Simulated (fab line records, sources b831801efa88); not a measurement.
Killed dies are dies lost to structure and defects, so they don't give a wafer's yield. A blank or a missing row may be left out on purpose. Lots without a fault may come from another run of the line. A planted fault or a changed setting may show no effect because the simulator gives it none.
Which tool did it? | flow gf180mcu | 24 lots, 72 wafers sampled, at 5 steps of a route of 602

WHAT THE GAUGES READ, wafer by wafer
GF_NSD_CD_MEAS_07: target cd 400 nm.
lot  | measured     | on        | cd_nm (nm)
L074 | day 13 02:24 | cd_sem-01 | 397.7 398.1 397.1
L075 | day 13 16:31 | cd_sem-01 | 402.3 398.3 403.1
L076 | day 13 23:23 | cd_sem-02 | 401.7 398.7 402.4
L077 | day 14 04:06 | cd_sem-01 | 399.4 399.4 401.7
L078 | day 14 09:55 | cd_sem-02 | 402.3 401.5 403.8
L079 | day 15 03:20 | cd_sem-02 | 402.3 400.4 403.0
L080 | day 15 05:50 | cd_sem-01 | 398.3 400.1 400.6
L081 | day 15 13:47 | cd_sem-02 | 400.0 399.0 402.3
L082 | day 15 23:26 | cd_sem-02 | 399.9 401.5 402.0
L083 | day 16 09:07 | cd_sem-02 | 396.8 396.7 397.0
L084 | day 16 19:03 | cd_sem-02 | 399.5 399.6 398.6
L085 | day 17 04:53 | cd_sem-01 | 402.9 401.7 402.1
L086 | day 17 07:57 | cd_sem-02 | 399.9 401.1 400.1
L087 | day 18 00:38 | cd_sem-02 | 391.4 393.1 393.6
L088 | day 18 10:56 | cd_sem-02 | 404.3 405.9 407.8
L089 | day 18 16:33 | cd_sem-01 | 398.2 402.5 402.4
L090 | day 19 01:03 | cd_sem-01 | 402.0 402.8 403.8
L091 | day 19 09:05 | cd_sem-01 | 400.7 399.0 401.7
L092 | day 19 22:12 | cd_sem-02 | 395.9 398.9 398.0
L093 | day 20 02:39 | cd_sem-01 | 400.1 400.8 398.0
L094 | day 20 13:48 | cd_sem-02 | 399.1 400.0 399.5
L095 | day 20 18:56 | cd_sem-01 | 399.6 399.5 401.6
L096 | day 20 21:09 | cd_sem-02 | 403.0 401.9 402.3
L097 | day 21 05:59 | cd_sem-02 | 403.6 405.0 406.1

GF_SAB_OVL_MEAS_10.
lot  | measured     | on         | SAB_OVL (nm)
L074 | day 14 21:11 | overlay-02 | -2.2 -1.0 -0.4
L075 | day 15 11:41 | overlay-01 | -1.8 0.4 -0.5
L076 | day 15 18:53 | overlay-01 | -0.9 -0.9 -0.6
L077 | day 16 00:10 | overlay-02 | -0.8 -1.4 -0.5
L078 | day 16 05:22 | overlay-01 | -0.9 -0.1 0.0
L079 | day 17 01:19 | overlay-01 | -0.7 -0.9 -0.6
L080 | day 17 03:37 | overlay-01 | -2.4 -2.7 -2.7
L081 | day 17 11:37 | overlay-02 | -1.6 -0.3 -0.7
L082 | day 17 22:10 | overlay-01 | -1.3 -0.1 -2.1
L083 | day 18 08:22 | overlay-01 | 2.0 2.8 0.9
L084 | day 18 19:19 | overlay-02 | -3.8 -2.9 -3.1
L085 | day 19 04:47 | overlay-01 | -0.8 0.0 0.8
L086 | day 19 09:01 | overlay-01 | 0.7 1.1 1.1
L087 | day 20 02:10 | overlay-01 | -0.9 -0.1 -0.9
L088 | day 20 12:31 | overlay-02 | -1.7 -2.1 -1.0
L089 | day 20 17:31 | overlay-02 | -0.7 -1.6 -3.6
L090 | day 21 02:26 | overlay-02 | 1.8 0.3 0.0
L091 | day 21 10:24 | overlay-01 | 0.9 0.2 -0.3
L092 | day 21 23:10 | overlay-02 | -1.2 -1.2 -0.9
L093 | day 22 03:43 | overlay-02 | 1.0 0.7 0.8
L094 | day 22 14:25 | overlay-01 | -2.3 -1.8 -2.3
L095 | day 22 19:08 | overlay-01 | -2.2 -2.1 -1.2
L096 | day 22 20:35 | overlay-01 | 0.6 0.0 0.4
L097 | day 23 05:43 | overlay-02 | -3.1 -0.9 -1.5

GF_V1_BOW_MEAS_05.
lot  | measured     | on            | V1_BOW (um)
L074 | day 16 22:31 | film_metro-02 | 88 96 92
L075 | day 17 12:43 | film_metro-01 | 88 89 77
L076 | day 17 21:11 | film_metro-02 | 77 76 71
L077 | day 18 02:27 | film_metro-02 | 77 96 90
L078 | day 18 07:41 | film_metro-03 | 70 63 69
L079 | day 19 05:06 | film_metro-01 | 84 74 87
L080 | day 19 06:31 | film_metro-03 | 87 83 91
L081 | day 19 15:21 | film_metro-01 | 84 89 85
L082 | day 20 02:49 | film_metro-03 | 90 74 74
L083 | day 20 13:31 | film_metro-01 | 81 84 83
L084 | day 20 23:51 | film_metro-01 | 68 86 73
L085 | day 21 09:24 | film_metro-01 | 84 92 99
L086 | day 21 13:48 | film_metro-01 | 80 75 81
L087 | day 22 06:30 | film_metro-03 | 78 82 97
L088 | day 22 16:17 | film_metro-01 | 79 80 73
L089 | day 22 21:11 | film_metro-02 | 79 87 88
L090 | day 23 04:22 | film_metro-03 | 81 84 80
L091 | day 23 13:02 | film_metro-02 | 78 82 83
L092 | day 24 02:01 | film_metro-01 | 90 76 75
L093 | day 24 05:38 | film_metro-03 | 88 80 90
L094 | day 24 15:44 | film_metro-01 | 71 74 64
L095 | day 24 20:31 | film_metro-03 | 85 74 75
L096 | day 24 21:37 | film_metro-01 | 74 83 75
L097 | day 25 06:19 | film_metro-02 | 78 76 75

WHICH TOOL RAN EACH LOT (tool, then ch and the chambers of the sampled wafers, then the start)
lot  | GF_PSD_STRIP_10                      | GF_M1_METAL_ETCH_16
L074 | plasma_asher-01 ch 0,1, day 13 23:34 | rie_metal-02 ch 1, day 16 20:43
L075 | plasma_asher-02 ch 0,1, day 14 14:07 | rie_metal-04 ch 0, day 17 11:26
L076 | plasma_asher-01 ch 0,1, day 14 20:41 | rie_metal-04 ch 0,1, day 17 19:58
L077 | plasma_asher-04 ch 0,1, day 15 01:51 | rie_metal-02 ch 0,1, day 18 01:09
L078 | plasma_asher-01 ch 0, day 15 07:35   | rie_metal-02 ch 0, day 18 06:26
L079 | plasma_asher-02 ch 0,1, day 16 02:05 | rie_metal-04 ch 0,1, day 19 03:54
L080 | plasma_asher-02 ch 0,1, day 16 04:18 | rie_metal-02 ch 0,1, day 19 05:13
L081 | plasma_asher-02 ch 0,1, day 16 12:39 | rie_metal-02 ch 0,1, day 19 14:08
L082 | plasma_asher-02 ch 0,1, day 16 23:00 | rie_metal-03 ch 1, day 20 01:37
L083 | plasma_asher-04 ch 0,1, day 17 08:26 | rie_metal-04 ch 0,1, day 20 12:15
L084 | plasma_asher-04 ch 0,1, day 17 18:54 | rie_metal-02 ch 0,1, day 20 22:35
L085 | plasma_asher-04 ch 0,1, day 18 04:09 | rie_metal-02 ch 0,1, day 21 08:11
L086 | plasma_asher-02 ch 0,1, day 18 08:11 | rie_metal-02 ch 0,1, day 21 12:35
L087 | plasma_asher-01 ch 0, day 19 01:51   | rie_metal-04 ch 0,1, day 22 05:17
L088 | plasma_asher-04 ch 0,1, day 19 11:28 | rie_metal-02 ch 0,1, day 22 14:50
L089 | plasma_asher-02 ch 0,1, day 19 17:26 | rie_metal-03 ch 1, day 22 19:53
L090 | plasma_asher-01 ch 0,1, day 20 01:54 | rie_metal-04 ch 0,1, day 23 03:09
L091 | plasma_asher-01 ch 0,1, day 20 09:49 | rie_metal-02 ch 0,1, day 23 11:50
L092 | plasma_asher-01 ch 0,1, day 20 22:52 | rie_metal-02 ch 0,1, day 24 00:48
L093 | plasma_asher-04 ch 0,1, day 21 03:48 | rie_metal-04 ch 0,1, day 24 04:23
L094 | plasma_asher-02 ch 0,1, day 21 14:50 | rie_metal-02 ch 0, day 24 14:27
L095 | plasma_asher-02 ch 0,1, day 21 19:25 | rie_metal-02 ch 0,1, day 24 19:14
L096 | plasma_asher-01 ch 0,1, day 21 21:29 | rie_metal-04 ch 0,1, day 24 20:05
L097 | plasma_asher-04 ch 0,1, day 22 06:23 | rie_metal-03 ch 0,1, day 25 05:06
- GF_PSD_STRIP_10: strips in O2/N2.
- GF_M1_METAL_ETCH_16: etches the open film in Cl2/BCl3, stops on SiO2, target depth 627.5 nm, time 104.6 s.

WHAT THE TOOLS THEMSELVES READ (means of the sampled wafers that have a number; where no wafer has one, the mark that the record gives instead)
GF_PSD_STRIP_10.
lot  | tool            | drypump_motor_current_A (A) | heater_power_w (W) | oes_product_au (a.u.) | strip_time_to_endpoint_s (s)
L074 | plasma_asher-01 | 5.2                         | 360                | 0.592                 | 16.49
L075 | plasma_asher-02 | 6.0                         | 335                | 0.589                 | 16.56
L076 | plasma_asher-01 | 5.2                         | 356                | 0.590                 | 16.56
L077 | plasma_asher-04 | 5.8                         | 336                | 0.586                 | 16.55
L078 | plasma_asher-01 | 4.9                         | 361                | 0.595                 | 16.56
L079 | plasma_asher-02 | 6.1                         | 348                | 0.593                 | 16.51
L080 | plasma_asher-02 | 6.0                         | 337                | 0.585                 | 16.53
L081 | plasma_asher-02 | 6.1                         | 341                | 0.593                 | 16.55
L082 | plasma_asher-02 | 6.1                         | 340                | 0.593                 | 16.55
L083 | plasma_asher-04 | 6.3                         | 314                | 0.589                 | 16.55
L084 | plasma_asher-04 | 6.3                         | 311                | 0.589                 | 16.51
L085 | plasma_asher-04 | 5.8                         | 341                | 0.592                 | 16.53
L086 | plasma_asher-02 | 6.1                         | 339                | 0.587                 | 16.52
L087 | plasma_asher-01 | 4.9                         | 358                | 0.594                 | 16.49
L088 | plasma_asher-04 | 6.3                         | 316                | 0.594                 | 16.54
L089 | plasma_asher-02 | 6.1                         | 344                | 0.591                 | 16.50
L090 | plasma_asher-01 | 5.1                         | 353                | 0.596                 | 16.57
L091 | plasma_asher-01 | 5.2                         | 351                | 0.589                 | 16.49
L092 | plasma_asher-01 | 5.5                         | 340                | 0.594                 | 16.51
L093 | plasma_asher-04 | 5.8                         | 328                | 0.590                 | 16.56
L094 | plasma_asher-02 | 6.0                         | 330                | 0.595                 | 16.50
L095 | plasma_asher-02 | 6.1                         | 341                | 0.592                 | 16.51
L096 | plasma_asher-01 | 5.5                         | 347                | 0.590                 | 16.47
L097 | plasma_asher-04 | 5.8                         | 331                | 0.591                 | 16.53

GF_M1_METAL_ETCH_16.
lot  | tool         | drypump_motor_current_A (A) | oes_product_au (a.u.) | throttle_valve_pct (%)
L074 | rie_metal-02 | 6.2                         | 0.963                 | 28.265
L075 | rie_metal-04 | 6.3                         | 0.972                 | 28.242
L076 | rie_metal-04 | 5.6                         | 0.972                 | 28.246
L077 | rie_metal-02 | 6.2                         | 0.968                 | 28.253
L078 | rie_metal-02 | 6.2                         | 0.970                 | 28.254
L079 | rie_metal-04 | 5.6                         | 0.975                 | 28.249
L080 | rie_metal-02 | 6.2                         | 0.980                 | 28.244
L081 | rie_metal-02 | 6.2                         | 0.976                 | 28.241
L082 | rie_metal-03 | 5.9                         | 0.987                 | 28.229
L083 | rie_metal-04 | 6.0                         | 0.970                 | 28.261
L084 | rie_metal-02 | 6.2                         | 0.975                 | 28.256
L085 | rie_metal-02 | 6.2                         | 0.973                 | 28.239
L086 | rie_metal-02 | 6.2                         | 0.970                 | 28.255
L087 | rie_metal-04 | 6.0                         | 0.974                 | 28.252
L088 | rie_metal-02 | 6.2                         | 0.967                 | 28.247
L089 | rie_metal-03 | 5.9                         | 0.969                 | 28.259
L090 | rie_metal-04 | 6.0                         | 0.969                 | 28.239
L091 | rie_metal-02 | 6.2                         | 0.971                 | 28.254
L092 | rie_metal-02 | 6.2                         | 0.979                 | 28.234
L093 | rie_metal-04 | 5.6                         | 0.977                 | 28.248
L094 | rie_metal-02 | 6.2                         | 0.977                 | 28.247
L095 | rie_metal-02 | 6.2                         | 0.968                 | 28.252
L096 | rie_metal-04 | 5.6                         | 0.973                 | 28.245
L097 | rie_metal-03 | 5.5                         | 0.985                 | 28.240

THE ANSWER, worked out from the rows above alone
Rule: what is usual is taken from the lots themselves. Put in order of their means at a reading, lots are off if they are a third of the lots or fewer, leave a main group of 4 or more, and stand apart from it by a gap of 3 or more times the standard deviation of the main group's means; of several such gaps the widest counts. A main group whose means are all the same, to the digits that the tables above print for the reading, isn't used. A lot without any number at a reading at which 4 lots or more have one is off too. The other lots that the step has rows for count as sound. The gauges are gone through in route order, then the tools' own readings, and for those a lot's mean is taken as printed above. The first step at which some lot is off is used, and at that step the reading that is off furthest; a lot without a number counts as furthest.
No lot is off at any reading shown: from this, nothing can be told.

WHAT THE SIMULATOR HAD PUT IN
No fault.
